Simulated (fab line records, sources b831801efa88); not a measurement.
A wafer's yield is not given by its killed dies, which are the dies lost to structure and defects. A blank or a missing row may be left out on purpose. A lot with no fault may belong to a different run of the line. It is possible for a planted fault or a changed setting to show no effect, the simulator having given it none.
fab line records -- flow gf180mcu
record: lots: 11, wafers: 33, last_day: 34
route steps=602 shown V4@478 V5@556 PASSIVATION@589
lots untouched by any fault: they come from a run of this same line in which no faults occurred
start_h: the number of hours between the record's first day and the start of the first shown wafer of the lot -- wait_h: hours elapsed since this lot's preceding step -- " same as the row above -- L1.1+2: one row covering several wafers at once -- - value missing, or start not given -- * or withheld: withheld -- < > ~ a bound
route shown NAME@n: names a module that has steps shown in the file, with the first one's number in the route -- usual: average and standard deviation across the fault-free wafers -- same: alike in all rows -- chamber/n: place in a boat -- sites: the reading at each site -- _std_site: the values' standard deviation -- _edge_site: inner sites' mean taken away from outer sites' mean -- radius_mm: how far each site lies from the wafer's centre -- mask NAME#n: copy n -- behind: the tool/chamber that last shaped the wafer -- hold: what put the lot on hold/how long, in hours/how the hold closed -- device: which transistor (n, p or np) failed to switch -- end of line: the tests these same wafers got at the end of their route -- step lacking rows: just its recipe -- killed: dies lost to structure and defects at the first sort, not the wafer's yield -- map: shows each die of a wafer: x if killed, . if not, _ if none is there
set.NAME: setting as actually run; set.NAME@STEP: the setting as run at that earlier step -- model.NAME: the simulator's own value behind a step, which no gauge read
steps of the route over a sample of lots; a table a step, a row a wafer
services: from which hour (start_h, from the record's first day; less than 0 if before it) a tool's chamber was out of use, for how many hours, and why
== steps ==
step: GF_V4_CVD_02
recipe: material: SiO2, target_thk_nm: 850, precursor: TEOS, temp_c: 400, time_s: 94.851, rf_w: 600
usual: heater_power_w: 598/63
lot.wafer,tool,chamber,start_h,wait_h,heater_power_w
L152.1,pecvd-03,0,542.26,0.1,528
L152.4,pecvd-03,0,542.26,0.1,601
L152.6,pecvd-03,2,542.26,0.1,612
L153.3,pecvd-03,2,547.73,0.0,555
L153.4,pecvd-03,1,547.73,0.0,587
L153.5,pecvd-03,2,547.73,0.0,605
L154.3,pecvd-03,0,563.57,0.0,576
L154.5,pecvd-03,1,563.57,0.0,554
L154.6,pecvd-03,0,563.57,0.0,628
L155.1,pecvd-01,0,573.24,0.1,675
L155.5,pecvd-01,1,573.24,0.1,660
L155.6,pecvd-01,2,573.24,0.1,377
L158.3,pecvd-04,2,606.04,0.0,593
L158.4,pecvd-04,2,606.04,0.0,645
L158.5,pecvd-04,1,606.04,0.0,668
L163.2,pecvd-03,1,636.44,0.0,585
L163.4,pecvd-03,1,636.44,0.0,579
L163.6,pecvd-03,2,636.44,0.0,531
L169.1,pecvd-01,0,688.68,0.1,690
L169.3,pecvd-01,1,688.68,0.1,554
L169.6,pecvd-01,2,688.68,0.1,476
L170.1,pecvd-01,0,696.82,0.1,738
L170.2,pecvd-01,2,696.82,0.1,455
L170.3,pecvd-01,1,696.82,0.1,645
L171.1,pecvd-04,0,699.48,0.1,631
L171.2,pecvd-04,1,699.48,0.1,615
L171.3,pecvd-04,2,699.48,0.1,664
L172.4,pecvd-03,2,703.74,0.1,654
L172.5,pecvd-03,0,703.74,0.1,659
L172.6,pecvd-03,1,703.74,0.1,580
L174.1,pecvd-03,0,711.11,0.1,565
L174.3,pecvd-03,1,711.11,0.1,510
L174.4,pecvd-03,0,711.11,0.1,614
step: GF_V4_STRIP_18
recipe: chemistry: O2/N2, power_w: 1400, pressure_mtorr: 1500, platen_temp_c: 250, o2_flow_sccm: 3000, n2_flow_sccm: 300, overash_fraction: 0.5
usual: drypump_motor_current_A: 5.49/0.29, heater_power_w: 345/25, oes_product_au: 0.593/0.0046
lot.wafer,tool,chamber,start_h,wait_h,drypump_motor_current_A,heater_power_w,oes_product_au,rf_hours_counter_h
L152.1,plasma_asher-02,0,564.74,-,5.58,359,0.593,47
L152.4,plasma_asher-02,0,564.74,-,5.60,355,0.593,-
L152.6,plasma_asher-02,1,564.74,-,5.03,307,0.594,-
L153.3,plasma_asher-02,1,569.43,-,5.03,308,0.599,-
L153.4,plasma_asher-02,0,569.43,-,5.60,361,0.601,-
L153.5,plasma_asher-02,0,569.43,-,5.62,358,0.601,-
L154.3,plasma_asher-04,1,586.20,-,5.77,339,0.601,-
L154.5,plasma_asher-04,0,586.20,-,5.34,330,0.606,-
L154.6,plasma_asher-04,1,586.20,-,5.78,344,0.592,-
L155.1,plasma_asher-01,1,594.72,-,5.52,373,0.595,99
L155.5,plasma_asher-01,1,594.72,-,5.54,365,0.590,-
L155.6,plasma_asher-01,0,594.72,-,5.88,399,0.590,-
L158.3,plasma_asher-01,0,627.25,-,5.87,393,0.591,-
L158.4,plasma_asher-01,1,627.25,-,5.52,379,0.596,-
L158.5,plasma_asher-01,1,627.25,-,5.54,364,0.588,-
L163.2,plasma_asher-02,1,656.42,-,5.02,309,0.596,56
L163.4,plasma_asher-02,0,656.42,-,5.58,356,0.601,-
L163.6,plasma_asher-02,1,656.42,-,5.04,319,0.596,-
L169.1,plasma_asher-04,0,708.14,-,5.35,323,0.595,22
L169.3,plasma_asher-04,1,708.14,-,5.75,342,0.595,-
L169.6,plasma_asher-04,0,708.14,-,5.33,325,0.589,-
L170.1,plasma_asher-04,0,716.22,-,5.31,329,0.589,23
L170.2,plasma_asher-04,1,716.22,-,5.78,347,0.603,23
L170.3,plasma_asher-04,1,716.22,-,5.74,341,0.592,-
L171.1,plasma_asher-04,0,718.34,-,5.32,313,0.588,23
L171.2,plasma_asher-04,1,718.34,-,5.75,339,0.593,23
L171.3,plasma_asher-04,1,718.34,-,5.76,348,0.589,-
L172.4,plasma_asher-02,0,722.25,-,5.59,350,0.587,-
L172.5,plasma_asher-02,1,722.25,-,5.02,304,0.591,-
L172.6,plasma_asher-02,0,722.25,-,5.60,359,0.589,-
L174.1,plasma_asher-04,1,729.07,-,5.78,340,0.589,24
L174.3,plasma_asher-04,0,729.07,-,5.32,318,0.592,-
L174.4,plasma_asher-04,1,729.07,-,5.78,341,0.591,-
step: GF_V5_ETCH_16
recipe: chemistry: N2/H2, target_depth_a: withheld, overetch_a: withheld, time_s: withheld, target: BARC, ion_energy_ev: 200, source_w: 500, bias_w: 100, pressure_mtorr: 30, n2_flow_sccm: 100, h2_flow_sccm: 200
usual: drypump_motor_current_A: 5.9/0.5, oes_product_au: 0.855/0.0044, throttle_valve_pct: 13.224/0.0092
lot.wafer,tool,chamber,start_h,wait_h,drypump_motor_current_A,oes_product_au,throttle_valve_pct
L152.1,rie_diel-04,2,630.38,0.0,6.5,0.852,13.222
L152.4,rie_diel-04,0,630.38,0.0,6.5,0.856,13.220
L152.6,rie_diel-04,2,630.38,0.0,6.5,0.855,13.218
L153.3,rie_diel-04,1,635.02,0.0,6.4,0.858,13.224
L153.4,rie_diel-04,2,635.02,0.0,6.5,0.854,13.237
L153.5,rie_diel-04,3,635.02,0.0,6.2,0.854,13.231
L154.3,rie_diel-04,3,651.03,0.0,6.2,0.852,13.241
L154.5,rie_diel-04,2,651.03,0.0,6.5,0.842,13.211
L154.6,rie_diel-04,3,651.03,0.0,6.2,0.857,13.223
L155.1,rie_diel-01,2,658.48,0.0,5.7,0.861,13.225
L155.5,rie_diel-01,2,658.48,0.0,5.7,0.857,13.218
L155.6,rie_diel-01,1,658.48,0.0,5.8,0.856,13.220
L158.3,rie_diel-04,3,688.81,0.0,6.2,0.858,13.228
L158.4,rie_diel-04,0,688.81,0.0,6.4,0.848,13.219
L158.5,rie_diel-04,2,688.81,0.0,6.5,0.851,13.224
L163.2,rie_diel-04,0,715.46,0.0,6.4,0.853,13.234
L163.4,rie_diel-04,0,715.46,0.0,6.4,0.857,13.224
L163.6,rie_diel-04,1,715.46,0.0,6.4,0.848,13.212
L169.1,rie_diel-04,2,763.06,0.0,6.5,0.857,13.214
L169.3,rie_diel-04,1,763.06,0.0,6.5,0.860,13.218
L169.6,rie_diel-04,1,763.06,0.0,6.5,0.857,13.229
L170.1,rie_diel-01,1,769.21,0.0,5.8,0.854,13.224
L170.2,rie_diel-01,2,769.21,0.0,5.7,0.856,13.223
L170.3,rie_diel-01,0,769.21,0.0,5.0,0.859,13.222
L171.1,rie_diel-02,3,771.56,0.0,6.4,0.856,13.216
L171.2,rie_diel-02,0,771.56,0.0,6.1,0.856,13.215
L171.3,rie_diel-02,2,771.56,0.0,5.2,0.849,13.214
L172.4,rie_diel-02,0,775.43,0.0,6.1,0.855,13.227
L172.5,rie_diel-02,3,775.43,0.0,6.4,0.850,13.219
L172.6,rie_diel-02,2,775.43,0.0,5.2,0.853,13.233
L174.1,rie_diel-01,1,781.76,0.0,5.9,0.858,13.208
L174.3,rie_diel-01,0,781.76,0.0,5.0,0.853,13.224
L174.4,rie_diel-01,2,781.76,0.0,5.7,0.858,13.231
step: GF_PASSIVATION_CVD_02
recipe: material: Si3N4, target_thk_nm: 700, time_s: 486.18, temp_c: 400, rf_w: 450
usual: heater_power_w: 650/77
lot.wafer,tool,chamber,start_h,wait_h,heater_power_w
L152.1,pecvd-02,0,652.84,0.1,761
L152.4,pecvd-02,0,652.84,0.1,639
L152.6,pecvd-02,1,652.84,0.1,487
L153.3,pecvd-04,1,656.73,0.0,690
L153.4,pecvd-04,1,656.73,0.0,732
L153.5,pecvd-04,2,656.73,0.0,652
L154.3,pecvd-01,0,672.47,0.0,741
L154.5,pecvd-01,2,672.47,0.0,425
L154.6,pecvd-01,1,672.47,0.0,669
L155.1,pecvd-04,2,679.62,0.1,572
L155.5,pecvd-04,2,679.62,0.1,618
L155.6,pecvd-04,1,679.62,0.1,724
L158.3,pecvd-04,0,710.21,0.0,681
L158.4,pecvd-04,0,710.21,0.0,713
L158.5,pecvd-04,1,710.21,0.0,670
L163.2,pecvd-04,1,735.86,0.0,691
L163.4,pecvd-04,0,735.86,0.0,714
L163.6,pecvd-04,2,735.86,0.0,638
L169.1,pecvd-02,0,781.39,0.1,740
L169.3,pecvd-02,1,781.39,0.1,583
L169.6,pecvd-02,1,781.39,0.1,600
L170.1,pecvd-01,1,787.49,0.1,667
L170.2,pecvd-01,2,787.49,0.1,474
L170.3,pecvd-01,0,787.49,0.1,766
L171.1,pecvd-02,0,790.01,0.1,782
L171.2,pecvd-02,1,790.01,0.1,614
L171.3,pecvd-02,2,790.01,0.1,685
L172.4,pecvd-02,1,793.61,0.2,552
L172.5,pecvd-02,2,793.61,0.2,677
L172.6,pecvd-02,0,793.61,0.2,682
L174.1,pecvd-02,0,799.87,0.1,696
L174.3,pecvd-02,2,799.87,0.1,667
L174.4,pecvd-02,0,799.87,0.1,734
step: GF_PASSIVATION_THK_MEAS_03
recipe: reads: Si3N4_of_PASSIVATION_CVD_02
usual: PASSIVATION_CVD_02_THK: 696/9.4
lot.wafer,tool,chamber,start_h,wait_h,PASSIVATION_CVD_02_THK[nm]
L152.1,film_metro-04,-,653.27,0.3,686
L152.4,film_metro-04,-,653.27,0.3,700
L152.6,film_metro-04,-,653.27,0.3,706
L153.3,film_metro-04,-,657.03,0.2,694
L153.4,film_metro-04,-,657.03,0.2,706
L153.5,film_metro-04,-,657.03,0.2,702
L154.3,film_metro-02,-,672.78,0.2,696
L154.5,film_metro-02,-,672.78,0.2,716
L154.6,film_metro-02,-,672.78,0.2,706
L155.1,film_metro-01,-,679.91,0.1,698
L155.5,film_metro-01,-,679.91,0.1,703
L155.6,film_metro-01,-,679.91,0.1,703
L158.3,film_metro-04,-,710.51,0.2,694
L158.4,film_metro-04,-,710.51,0.2,702
L158.5,film_metro-04,-,710.51,0.2,703
L163.2,film_metro-01,-,736.15,0.2,687
L163.4,film_metro-01,-,736.15,0.2,704
L163.6,film_metro-01,-,736.15,0.2,327
L169.1,film_metro-01,-,781.68,0.1,687
L169.3,film_metro-01,-,781.68,0.1,684
L169.6,film_metro-01,-,781.68,0.1,697
L170.1,film_metro-02,-,787.77,0.1,696
L170.2,film_metro-02,-,787.77,0.1,702
L170.3,film_metro-02,-,787.77,0.1,695
L171.1,film_metro-02,-,790.30,0.1,688
L171.2,film_metro-02,-,790.30,0.1,686
L171.3,film_metro-02,-,790.30,0.1,681
L172.4,film_metro-01,-,793.78,0.0,702
L172.5,film_metro-01,-,793.78,0.0,693
L172.6,film_metro-01,-,793.78,0.0,696
L174.1,film_metro-04,-,800.15,0.1,682
L174.3,film_metro-04,-,800.15,0.1,681
L174.4,film_metro-04,-,800.15,0.1,695
step: GF_PASSIVATION_ETCH_11
recipe: chemistry: CF4/O2, target_depth_nm: 1800, stop_on: TiN, source_w: 800, bias_w: 150, pressure_mtorr: 150, cf4_flow_sccm: 80, O2_flow_sccm: 10, time_s: 400
usual: drypump_motor_current_A: 5.7/0.36, oes_product_au: 0.959/0.0084, throttle_valve_pct: 5.958/0.0083
lot.wafer,tool,chamber,start_h,wait_h,drypump_motor_current_A,oes_product_au,rf_hours_counter_h,throttle_valve_pct
L152.1,rie_diel-02,3,672.39,-,6.4,0.964,55,5.945
L152.4,rie_diel-02,1,672.39,-,5.5,0.965,16,5.970
L152.6,rie_diel-02,3,672.39,-,6.4,0.973,-,5.939
L153.3,rie_diel-01,0,676.51,-,5.0,0.969,16,5.972
L153.4,rie_diel-01,2,676.51,-,5.6,0.967,18,5.960
L153.5,rie_diel-01,3,676.51,-,5.7,0.972,-,5.944
L154.3,rie_diel-03,2,691.77,-,6.0,0.952,7,5.944
L154.5,rie_diel-03,1,691.77,-,6.0,0.958,-,5.956
L154.6,rie_diel-03,0,691.77,-,6.1,0.968,-,5.953
L155.1,rie_diel-03,2,698.77,-,6.0,0.962,7,5.968
L155.5,rie_diel-03,2,698.77,-,6.0,0.967,-,5.957
L155.6,rie_diel-03,3,698.77,-,5.4,0.966,-,5.962
L158.3,rie_diel-01,2,728.02,-,5.7,0.960,20,5.956
L158.4,rie_diel-01,1,728.02,-,5.8,0.958,13,5.966
L158.5,rie_diel-01,1,728.02,-,5.9,0.960,-,5.955
L163.2,rie_diel-02,1,752.32,-,5.5,0.955,19,5.969
L163.4,rie_diel-02,2,752.32,-,5.2,0.980,15,5.956
L163.6,rie_diel-02,3,752.32,-,6.4,0.849,-,5.925
L169.1,rie_diel-03,0,797.26,-,6.1,0.959,7,5.960
L169.3,rie_diel-03,1,797.26,-,6.0,0.946,32,5.954
L169.6,rie_diel-03,1,797.26,-,6.0,0.966,-,5.949
L170.1,rie_diel-01,2,802.73,-,5.7,0.958,24,5.958
L170.2,rie_diel-01,0,802.73,-,5.0,0.957,22,5.958
L170.3,rie_diel-01,1,802.73,-,5.8,0.960,17,5.954
L171.1,rie_diel-01,0,805.42,-,5.0,0.942,22,5.961
L171.2,rie_diel-01,1,805.42,-,5.9,0.957,17,5.943
L171.3,rie_diel-01,2,805.42,-,5.7,0.947,25,5.952
L172.4,rie_diel-01,0,808.83,-,5.0,0.965,22,5.950
L172.5,rie_diel-01,3,808.83,-,5.7,0.946,-,5.952
L172.6,rie_diel-01,0,808.83,-,5.0,0.953,-,5.963
L174.1,rie_diel-03,3,815.13,-,5.4,0.950,14,5.949
L174.3,rie_diel-03,2,815.13,-,6.0,0.956,13,5.934
L174.4,rie_diel-03,0,815.13,-,6.1,0.967,8,5.964
== services ==
tool,chamber,start_h,hours,kind
rie_diel-01,1,542.22,11.3,repair
pecvd-04,-,556.97,0.8,pm
pecvd-01,-,560.29,1.5,repair
rie_diel-04,3,567.71,4.1,repair
rie_diel-04,3,577.34,3.4,repair
plasma_asher-04,-,582.89,2.8,pm
pecvd-04,-,591.12,14.0,pm
plasma_asher-04,-,594.31,2.4,repair
rie_diel-01,2,596.18,3.5,repair
plasma_asher-04,-,603.09,54.8,repair
rie_diel-01,-,620.79,0.3,repair
pecvd-02,2,645.93,14.6,repair
pecvd-03,-,697.92,1.5,repair
rie_diel-04,3,708.01,14.0,repair
pecvd-02,2,711.62,2.4,repair
rie_diel-01,2,715.44,6.8,repair
pecvd-01,-,739.97,6.0,pm
rie_diel-01,0,748.07,2.5,repair
pecvd-01,-,749.29,26.4,repair
rie_diel-04,-,754.17,1.0,repair
pecvd-04,-,770.41,3.9,repair
plasma_asher-04,-,787.41,0.9,repair
pecvd-01,-,799.38,14.0,pm
pecvd-03,0,805.16,11.5,repair
== key ==
first_sign: step: GF_PASSIVATION_THK_MEAS_03, reading: PASSIVATION_CVD_02_THK, direction: down, sigmas: 39, usual: 696, struck: 327
effect: step: GF_PASSIVATION_ETCH_11, reading: oes_product_au, direction: down, sigmas: 13, usual: 0.959, struck: 0.849
met_at GF_PASSIVATION_CVD_02
struck_lots L163
struck_wafers L163.6
not_acting_at GF_V4_CVD_02,GF_V4_STRIP_18,GF_V5_ETCH_16
onset_between 710.21 735.86
fault: kind: process_parameter_drift, tool: pecvd-04, chamber: -, onset_h: 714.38, steps: GF_PASSIVATION_CVD_02, channel: target_thk_nm, offset: -377.97, shape: step, end_h: 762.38, scope: struck_wafers_only, acts_in: these_recipes_only, stated: 700
